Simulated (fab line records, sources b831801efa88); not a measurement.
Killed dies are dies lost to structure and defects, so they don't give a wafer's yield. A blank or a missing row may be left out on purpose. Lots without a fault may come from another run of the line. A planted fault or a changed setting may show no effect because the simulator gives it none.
One fault seen from 2 desks | flow gf180mcu | each desk has only its own numbers; what lay behind them comes last

THE TOOL OWNER'S DESK: litho_track-04
The tool's own readings at GF_LVPWELL_DEVELOP_06 (develop time 60 s): means of the sampled wafers that have a number, for each lot that ran on this tool. A lot is out of limits, marked OUT, if its mean lies more than 4 standard deviations from the usual mean; the brackets give that distance.
Columns: A = developer_temp_C at GF_LVPWELL_DEVELOP_06, usual 22.97 C
lot  | first seen here | A
L115 | day 3 18:00     | 23.03
L116 | day 4 17:00     | 22.99
L118 | day 4 22:00     | 22.94
L121 | day 5 11:00     | 20.59 (-24) OUT
L124 | day 6 06:00     | 20.61 (-24) OUT
L136 | day 9 04:00     | 23.02
L137 | day 9 08:00     | 23.07
This desk's finding: out of limits on L121, L124; first on L121, day 5 11:00 (developer_temp_C at GF_LVPWELL_DEVELOP_06). In limits: L115, L116, L118, L136, L137.

THE METROLOGY DESK
What the gauges read, lot by lot, whatever tool the lot ran on: means of the sampled wafers that have a number. A lot is out of limits, marked OUT, if its mean lies more than 4 standard deviations from the usual mean; the brackets give that distance.
Columns: A = STI_CVD_03_THK at GF_STI_THK_MEAS_04, usual 205.6 nm; B = DNWELL_TW at GF_DNWELL_TW_MEAS_09, usual 1346; C = cd_nm at GF_POLY_GATE_CD_MEAS_10, usual 280.0 nm
lot  | first seen here | A     | B    | C
L115 | day 1 18:34     | 201.3 | 1336 | 278.4
L116 | day 1 23:35     | 202.5 | 1329 | 279.4
L117 | day 2 04:34     | 205.0 | 1337 | 279.9
L118 | day 2 09:34     | 210.7 | 1351 | 280.7
L120 | day 2 19:34     | 204.9 | 1348 | 278.7
L121 | day 3 01:16     | 205.5 | 1344 | 279.8
L124 | day 3 15:34     | 210.4 | 1350 | 279.0
L129 | day 4 17:25     | 205.2 | 1332 | 280.2
L131 | day 5 02:34     | 203.7 | 1355 | 278.9
L133 | day 5 15:05     | 207.4 | 1359 | 279.6
L134 | day 5 19:13     | 206.2 | 1356 | 282.4
L135 | day 5 22:34     | 206.4 | 1362 | 281.5
L136 | day 6 04:23     | 207.4 | 1342 | 281.7
L137 | day 6 10:22     | 202.7 | 1334 | 278.8
This desk's finding: nothing out of limits on any of the 14 lots.

PUT TOGETHER
The tool owner's desk could have raised an alarm at day 5 11:00, on L121, L124.
The metrology desk saw nothing out of limits.
The metrology desk has L121, L124 on record, within its limits.
Of the lots named, all ran GF_LVPWELL_DEVELOP_06 on litho_track-04.

WHAT THE SIMULATOR HAD PUT IN
Process parameter drift: litho_track-04, from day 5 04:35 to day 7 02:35, at GF_LVPWELL_DEVELOP_06. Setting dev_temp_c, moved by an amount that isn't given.
Lots struck among those shown: L121, L124.
Hours from the fault's start to each desk's first reading out of limits: the tool owner's desk, 6.
